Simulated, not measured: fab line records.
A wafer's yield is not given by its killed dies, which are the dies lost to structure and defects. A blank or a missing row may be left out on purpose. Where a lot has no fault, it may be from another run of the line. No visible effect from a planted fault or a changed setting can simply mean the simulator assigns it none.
Chamber matching / flow gf180mcu / GF_V4_CVD_00 on hdpcvd-02 has 3 sister chambers
The step deposits SiO2, target thk 600 nm, time 100 s. 16 wafers are shown with their chamber, then 8 later ones without.

WAFERS WITH THEIR CHAMBER
wafer=L987.1; chamber=1; sih4_flow_sccm (sccm)=59.90
wafer=L987.5; chamber=2; sih4_flow_sccm (sccm)=60.13
wafer=L987.6; chamber=0; sih4_flow_sccm (sccm)=59.93
wafer=L989.1; chamber=0; sih4_flow_sccm (sccm)=59.71
wafer=L989.2; chamber=1; sih4_flow_sccm (sccm)=60.00
wafer=L989.5; chamber=0; sih4_flow_sccm (sccm)=59.96
wafer=L990.1; chamber=1; sih4_flow_sccm (sccm)=59.89
wafer=L990.2; chamber=0; sih4_flow_sccm (sccm)=59.90
wafer=L990.3; chamber=2; sih4_flow_sccm (sccm)=59.82
wafer=L992.1; chamber=2; sih4_flow_sccm (sccm)=60.10
wafer=L992.4; chamber=0; sih4_flow_sccm (sccm)=59.81
wafer=L992.6; chamber=2; sih4_flow_sccm (sccm)=59.81
wafer=L995.1; chamber=2; sih4_flow_sccm (sccm)=59.81
wafer=L995.4; chamber=1; sih4_flow_sccm (sccm)=60.11
wafer=L995.6; chamber=0; sih4_flow_sccm (sccm)=59.74
wafer=L997.1; chamber=2; sih4_flow_sccm (sccm)=59.97

SIGNATURES (averages over the wafers above)
reading=sih4_flow_sccm; chamber 0=59.8417; chamber 1=59.9750; chamber 2=59.9400; scatter within a chamber=0.123
Rule: a wafer lies at a distance from a chamber equal to the root of the sum of squares, over the readings, of (its reading less the chamber's mean, divided by the reading's scatter). The wafer belongs to the nearest chamber; if the next one is less than 2 further off, it can't be placed. The scatter is the square root of a quotient: the sum, over the shown wafers, of each reading's squared deviation from its chamber's mean, divided by wafers minus chambers.

WAFERS WITH NO CHAMBER GIVEN
wafer=L997.3; sih4_flow_sccm (sccm)=59.88
wafer=L997.5; sih4_flow_sccm (sccm)=60.03
wafer=L998.1; sih4_flow_sccm (sccm)=59.93
wafer=L998.3; sih4_flow_sccm (sccm)=60.03
wafer=L998.5; sih4_flow_sccm (sccm)=59.79
wafer=L109.1; sih4_flow_sccm (sccm)=59.97
wafer=L109.4; sih4_flow_sccm (sccm)=59.59
wafer=L109.5; sih4_flow_sccm (sccm)=60.00

WHICH CHAMBER EACH WENT THROUGH
wafer=L997.3; from the rows above=can't be placed: 0 or 2 or 1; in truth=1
wafer=L997.5; from the rows above=can't be placed: 1 or 2 or 0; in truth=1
wafer=L998.1; from the rows above=can't be placed: 2 or 1 or 0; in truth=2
wafer=L998.3; from the rows above=can't be placed: 1 or 2 or 0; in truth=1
wafer=L998.5; from the rows above=can't be placed: 0 or 2 or 1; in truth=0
wafer=L109.1; from the rows above=can't be placed: 1 or 2 or 0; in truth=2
wafer=L109.4; from the rows above=can't be placed: 0 or 2 or 1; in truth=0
wafer=L109.5; from the rows above=can't be placed: 1 or 2 or 0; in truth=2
Placed correctly: 0 of 8. Can't be placed from these rows: 8 (the true chamber is among the candidates in 8). Wrongly placed: 0.
